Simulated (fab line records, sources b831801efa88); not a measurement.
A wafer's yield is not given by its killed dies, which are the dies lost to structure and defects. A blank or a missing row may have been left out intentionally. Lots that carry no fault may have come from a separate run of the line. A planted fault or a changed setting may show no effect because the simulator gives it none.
Chamber matching    flow sky130    rie_diel-01 running SKY_VIA2_ETCH_14: 4 sister chambers
The step etches BARC in N2/H2, stops on SiO2, time 45.9 s, target depth 60 nm. 8 wafers are shown with their chamber, then 10 later ones without.

WAFERS, EACH WITH ITS CHAMBER
wafer   chamber  drypump_motor_current_A (A)  run_length_s (s)
L328.1  1        6.4                          74.2
L341.4  3        6.7                          74.6
L342.6  0        6.1                          73.8
L344.2  3        6.6                          74.4
L344.4  0        6.1                          73.9
L344.5  2        6.2                          74.5
L345.2  2        6.2                          74.3
L345.3  1        6.4                          74.2

WAFERS WITH NO CHAMBER GIVEN
wafer   drypump_motor_current_A (A)  run_length_s (s)
L345.6  6.7                          74.0
L346.2  6.2                          74.1
L346.3  6.1                          74.0
L346.5  6.1                          73.4
L347.1  6.4                          74.3
L347.3  6.7                          74.5
L347.5  6.6                          74.0
L349.2  6.2                          74.4
L349.4  6.1                          73.8
L349.5  6.4                          74.2

THE CHAMBER EACH PASSED THROUGH
wafer   from the rows above      in truth
L345.6  3                        3
L346.2  can't be placed: 2 or 0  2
L346.3  0                        0
L346.5  0                        0
L347.1  1                        1
L347.3  3                        3
L347.5  can't be placed: 3 or 1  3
L349.2  2                        2
L349.4  0                        0
L349.5  1                        1
Placed correctly: 8 of 10. From these rows, 2 cannot be placed; in 2 the true chamber is one of the candidates. Wrongly placed: 0.
How it was worked out, from the rows above alone: a wafer's distance from a chamber is the root of the sum, over the readings, of the square of ((its reading less the chamber's mean) divided by the reading's scatter). If the next closest chamber is less than 2 further off than the closest, the wafer can't be placed; otherwise it belongs to the closest. Each chamber's mean is taken over the wafers shown for it. The scatter is the square root of a quotient: the sum, over the shown wafers, of each reading's squared deviation from its chamber's mean, divided by wafers minus chambers.
